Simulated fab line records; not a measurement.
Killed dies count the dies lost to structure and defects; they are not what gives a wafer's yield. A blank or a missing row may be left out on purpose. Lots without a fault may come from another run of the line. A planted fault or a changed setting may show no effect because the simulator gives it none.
A lot that was struck, set against a sound lot ; flow sky130 ; 17 steps out of a route of 708
Sound: the wafers L789.4, L789.5, L789.6. The struck wafers were L800.2, L800.3, L800.6. Last of all comes the cause.
For every step that has rows: the tool of each side, followed by ch and its chambers, followed by its first start. Under that, the readings that differ: sound wafers ; struck wafers ; difference of the means ; sigmas: that difference in standard deviations of wafers without a fault.
alike: words and numbers the same on both sides, and readings whose means are apart by under 2 such deviations; not compared: readings that were withheld, readings missing a value for some wafer, numbers with overlapping values and no deviation given by the record, and bounds like >300 which may hide the same value.
A row with sigmas, a row that says differs or no value, or rows on one side alone: a step with any of these is where the two part. Numbers that don't overlap but have no deviation are shown without sigmas and don't part them. A reading that every wafer of one side lacks parts them only if that side has two wafers or more.

SKY_VT_ADJUST_HVTP_OVL_MEAS_08:
  sound on overlay-01 at day 6 00:30; struck on overlay-02 at day 9 04:50
  alike: VT_ADJUST_HVTP_OVL
then, 1 step without rows for these wafers: SKY_VT_ADJUST_HVTP_IMPLANT_09.
SKY_VT_ADJUST_HVTP_STRIP_10: strips in O2/N2.
  sound on plasmaAsher-04 ch 0,1, day 6 00:42; struck on plasmaAsher-01 ch 0, day 9 05:01
  alike: drypumpMotorCurrentA, oesProductAu, stripTimeToEndpointS
  not compared: rfHoursCounterH
SKY_VT_ADJUST_HVTP_TW_MEAS_11:
  sound on filmMetro-04 at day 6 00:48; struck on filmMetro-01 at day 9 05:08
reading;sound;struck;difference;sigmas
VT_ADJUST_HVTP_TW;1358 1359 1360;1337 1335 1336;-23;-2
then, 7 steps without rows for these wafers: SKY_VT_ADJUST_LVTN_DEHYDRATE_00 (time 60 s); SKY_VT_ADJUST_LVTN_HMDS_01 (prime time 60 s); SKY_VT_ADJUST_LVTN_COAT_02 (resist thk 3000 nm); SKY_VT_ADJUST_LVTN_SOFTBAKE_03; SKY_VT_ADJUST_LVTN_EXPOSE_04 (exposes mask NWM COMPLEMENT LESS NATIVE, target cd 840 nm); SKY_VT_ADJUST_LVTN_PEB_05; SKY_VT_ADJUST_LVTN_DEVELOP_06 (develop time 60 s).
SKY_VT_ADJUST_LVTN_OVL_MEAS_07:
  sound on overlay-01 at day 6 18:32; struck on overlay-02 at day 10 02:19
  alike: VT_ADJUST_LVTN_OVL
SKY_VT_ADJUST_LVTN_IMPLANT_08:
  sound on implanter-04 ch 0, day 6 18:37; struck on implanter-04 ch 0, day 10 02:22
reading;sound;struck;difference;sigmas
doseIonsCm2;1.5695e+12 1.568e+12 1.5699e+12;2.2134e+12 2.2129e+12 2.2143e+12;+6.4440e+11;+99 or more
faradayCurrentUA;8.62 8.66 9.10;12.89 12.58 12.36;+3.82;+20
  alike: beamOnS
SKY_VT_ADJUST_LVTN_STRIP_09: strips in O2/N2.
  sound on plasmaAsher-02 ch 0,1, day 6 18:44; struck on plasmaAsher-04 ch 0, day 10 02:30
  alike: drypumpMotorCurrentA, oesProductAu, stripTimeToEndpointS
  not compared: rfHoursCounterH
SKY_VT_ADJUST_LVTN_TW_MEAS_10:
  sound on filmMetro-02 at day 6 18:50; struck on filmMetro-03 at day 10 02:37
reading;sound;struck;difference;sigmas
VT_ADJUST_LVTN_TW;245.6 244.9 244.7;267.6 266.7 267.0;+22.0;+9
then, 1 step without rows for these wafers: SKY_VT_ADJUST_LVTN_DEHYDRATE_11 (time 60 s).
-- a jump in the record: the struck wafers' starts before and after are 39 days apart (it breaks off in module VT_ADJUST_LVTN and resumes in module PAD_OPEN, where the first step shown is number 708 of the route) --
SKY_PAD_OPEN_PROBE_99:
  sound on prober-01 at day 45 18:08; struck on prober-02 at day 48 17:35
reading;sound;struck;difference;sigmas
model.etest.nfet_01v8_lvt.vtSatV (V);0.5395 0.5403 0.5386;0.5547 0.5431 0.5446;+0.0080;
model.etest.nfet_01v8_lvt.bodyRiseV (V);0.147 0.1464 0.1465;0.1514 0.1495 0.1507;+0.0039;
  alike: killed_at_M0_to_M3, killed_at_M4_up, killedAtContacts, killedAtFrontEnd, killedAtOther, killedDies, killedOpen, killedShort
  not compared: model.etest.nfet_01v8_lvt.driveUaUm, model.etest.nfet_01v8.vtSatV, model.etest.nfet_01v8_lvt.vtV, model.etest.nfet_01v8_turned.vtSatV, model.etest.nfet_01v8_lvt.vtLongV, model.etest.nfet_01v8.bodyRiseV

== WHERE THEY PART ==
At SKY_VT_ADJUST_HVTP_TW_MEAS_11 first; at SKY_VT_ADJUST_LVTN_TW_MEAS_10 last (within this record only). Later steps at which nothing parts them and some readings are alike: SKY_PAD_OPEN_PROBE_99.

WHY: what the simulator had put in
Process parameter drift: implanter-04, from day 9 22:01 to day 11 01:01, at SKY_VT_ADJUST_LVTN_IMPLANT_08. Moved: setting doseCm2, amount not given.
